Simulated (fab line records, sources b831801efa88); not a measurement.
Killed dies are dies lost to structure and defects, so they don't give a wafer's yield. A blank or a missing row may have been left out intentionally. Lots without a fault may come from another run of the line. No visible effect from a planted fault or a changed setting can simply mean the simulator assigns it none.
One fault seen from 2 desks || flow gf180mcu || only its own numbers are on each desk; what lay behind them is given at the end

THE METROLOGY DESK
Means of the sampled wafers that have a number, per lot and without regard to the tool the lot ran on: this is what the gauges read. The brackets show how far a lot's mean lies from the usual mean; more than 4 standard deviations puts the lot out of limits, marked OUT.
Columns: A = MVSD_TW at GF_MVSD_TW_MEAS_11, usual 1588
{"lot": "L399", "first seen here": "day 4 10:32", "A": 1599}
{"lot": "L400", "first seen here": "day 4 17:19", "A": 1585}
{"lot": "L401", "first seen here": "day 4 22:12", "A": 1604}
{"lot": "L403", "first seen here": "day 5 11:06", "A": 1589}
{"lot": "L404", "first seen here": "day 5 16:09", "A": 1584}
{"lot": "L405", "first seen here": "day 6 00:10", "A": 1594}
{"lot": "L406", "first seen here": "day 6 06:04", "A": 1585}
{"lot": "L408", "first seen here": "day 6 14:57", "A": 1588}
{"lot": "L409", "first seen here": "day 6 20:02", "A": 1583}
{"lot": "L413", "first seen here": "day 7 21:19", "A": 1589}
{"lot": "L414", "first seen here": "day 8 02:05", "A": "1620 (+4.5) OUT"}
{"lot": "L415", "first seen here": "day 8 09:27", "A": 1587}
{"lot": "L416", "first seen here": "day 8 12:07", "A": 1611}
{"lot": "L417", "first seen here": "day 8 22:22", "A": "1622 (+4.8) OUT"}
{"lot": "L420", "first seen here": "day 9 12:02", "A": 1582}
Per this desk, out of limits: L414, L417; the first was L414, day 8 02:05 (MVSD_TW at GF_MVSD_TW_MEAS_11). In limits: L399, L400, L401, L403, L404, L405, L406, L408, L409, L413, L415, L416, L420.

AT THE TOOL OWNER'S DESK: implanter-03
The tool's own readings at GF_MVSD_IMPLANT_09, given as means over the sampled wafers that have a number, one for each lot that went through this tool. The brackets show how far a lot's mean lies from the usual mean; more than 4 standard deviations puts the lot out of limits, marked OUT.
Columns: A = tilt-deg at GF_MVSD_IMPLANT_09, usual -0.004 degrees
{"lot": "L399", "first seen here": "day 4 10:17", "A": -0.002}
{"lot": "L404", "first seen here": "day 5 15:54", "A": -0.025}
{"lot": "L405", "first seen here": "day 5 23:55", "A": 0.003}
{"lot": "L406", "first seen here": "day 6 05:49", "A": -0.005}
{"lot": "L408", "first seen here": "day 6 14:43", "A": 0.004}
{"lot": "L413", "first seen here": "day 7 21:05", "A": 0.014}
{"lot": "L414", "first seen here": "day 8 01:50", "A": "8.800 (+99 or more) OUT"}
{"lot": "L416", "first seen here": "day 8 11:53", "A": "8.770 (+99 or more) OUT"}
{"lot": "L417", "first seen here": "day 8 22:08", "A": "8.799 (+99 or more) OUT"}
Finding of this desk: L414, L416, L417 out of limits; the first was L414 at day 8 01:50, on tilt-deg at GF_MVSD_IMPLANT_09. In limits: L399, L404, L405, L406, L408, L413.

TAKEN TOGETHER
An alarm could have come from the tool owner's desk at day 8 01:50, on L414, L416, L417.
The metrology desk could have raised an alarm at day 8 02:05, on L414, L417.
The metrology desk has L416 on record, within its limits.
On implanter-03, each named lot ran GF_MVSD_IMPLANT_09.

WHAT HAD BEEN PUT IN BY THE SIMULATOR
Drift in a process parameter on implanter-03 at GF_MVSD_IMPLANT_09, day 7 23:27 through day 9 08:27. Setting tilt-deg shifted by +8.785 from 0. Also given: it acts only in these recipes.
Shown lots that were struck: L414, L416, L417.
Hours from the fault's start to each desk's first reading out of limits: the tool owner's desk, 2; the metrology desk, 3.
